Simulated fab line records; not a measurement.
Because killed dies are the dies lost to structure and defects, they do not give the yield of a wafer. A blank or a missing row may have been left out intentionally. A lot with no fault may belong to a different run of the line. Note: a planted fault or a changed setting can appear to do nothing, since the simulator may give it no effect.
Which tool did it? | flow sky130 | route of 708 steps, sampled at 1 step: 12 lots, 36 wafers

## WHAT THE GAUGES READ, wafer by wafer
SKY_VT_ADJUST_HVTP_OVL_MEAS_08.
lot  | measured     | on         | VT_ADJUST_HVTP_OVL (nm)
L075 | day 6 06:04  | overlay-02 | 0.7 1.7 -0.2
L077 | day 7 00:22  | overlay-01 | -3.5 -1.6 -0.1
L079 | day 7 13:34  | overlay-01 | -0.8 -1.1 -1.0
L081 | day 7 21:58  | overlay-02 | -0.1 0.5 1.4
L083 | day 8 11:26  | overlay-01 | 0.2 0.5 -0.5
L085 | day 9 02:56  | overlay-02 | 0.9 1.9 1.3
L087 | day 9 10:58  | overlay-01 | -0.1 -0.4 0.7
L089 | day 10 00:31 | overlay-02 | 0.5 1.2 1.2
L091 | day 10 12:58 | overlay-02 | 4.4 3.8 1.7
L093 | day 11 04:08 | overlay-01 | -1.9 -0.9 -0.6
L095 | day 11 14:37 | overlay-02 | 0.8 3.8 2.2
L097 | day 12 03:04 | overlay-02 | 2.6 2.1 2.3

## WHICH TOOL RAN EACH LOT (tool, then ch and the chambers of the sampled wafers, then the start)
The record shows no process step preceding these readings.

## THE ANSWER, worked out from the rows above alone
Rule: what is usual is taken from the lots themselves. Put in order of their means at a reading, lots are off if they are a third of the lots or fewer, leave a main group of 4 or more, and stand apart from it by a gap of 3 or more times the standard deviation of the main group's means; of several such gaps the widest counts. A main group whose means are all the same, to the digits that the tables above print for the reading, isn't used. A lot without any number at a reading at which 4 lots or more have one is off too. The other lots that the step has rows for count as sound.
Across all readings shown, no lot is off: no conclusion can be drawn from this.

## WHAT HAD BEEN PUT IN BY THE SIMULATOR
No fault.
